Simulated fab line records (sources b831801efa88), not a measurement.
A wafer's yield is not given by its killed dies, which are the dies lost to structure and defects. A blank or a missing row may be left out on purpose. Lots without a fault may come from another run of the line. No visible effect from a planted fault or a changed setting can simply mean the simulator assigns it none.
Chamber matching :: flow sky130 :: SKY_VIA3_CMP_24 on cmp-02 has 4 sister chambers
The step polishes, stops on SiO2, t overpolish 20 s, target thk 0 nm. 4 wafers are shown with their chamber, then 7 later ones without.

## WAFERS, EACH WITH ITS CHAMBER
wafer: L208.4
chamber: 2
motor current A (A): 11.0

wafer: L213.3
chamber: 0
motor current A (A): 10.2

wafer: L214.2
chamber: 1
motor current A (A): 11.1

wafer: L214.3
chamber: 3
motor current A (A): 13.5

## WAFERS WITHOUT THEIR CHAMBER
wafer: L214.6
motor current A (A): 10.4

wafer: L220.2
motor current A (A): 10.5

wafer: L220.3
motor current A (A): 11.3

wafer: L220.6
motor current A (A): 13.7

wafer: L223.2
motor current A (A): 10.2

wafer: L223.3
motor current A (A): 11.2

wafer: L223.5
motor current A (A): 11.1

## THE CHAMBER EACH PASSED THROUGH
wafer: L214.6
from the rows above: 0
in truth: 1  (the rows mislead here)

wafer: L220.2
from the rows above: can't be placed: 0 or 2 or 1
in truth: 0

wafer: L220.3
from the rows above: can't be placed: 1 or 2
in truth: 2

wafer: L220.6
from the rows above: 3
in truth: 3

wafer: L223.2
from the rows above: 0
in truth: 0

wafer: L223.3
from the rows above: can't be placed: 1 or 2
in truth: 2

wafer: L223.5
from the rows above: can't be placed: 1 or 2
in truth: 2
2 of 7 placed correctly. These rows do not allow placing 4 (true chamber among the candidates in 4). Wrongly placed: 1.
How it was worked out, from the rows above alone: a wafer's distance from a chamber is the root of the sum, over the readings, of the square of ((its reading less the chamber's mean) divided by the reading's scatter). If the next closest chamber is less than 2 further off than the closest, the wafer can't be placed; otherwise it belongs to the closest. The mean given for a chamber averages the wafers shown for that chamber. The scatter: with one shown wafer a chamber, the root of the mean of the squares of how far each hidden wafer lies from its nearest shown one.
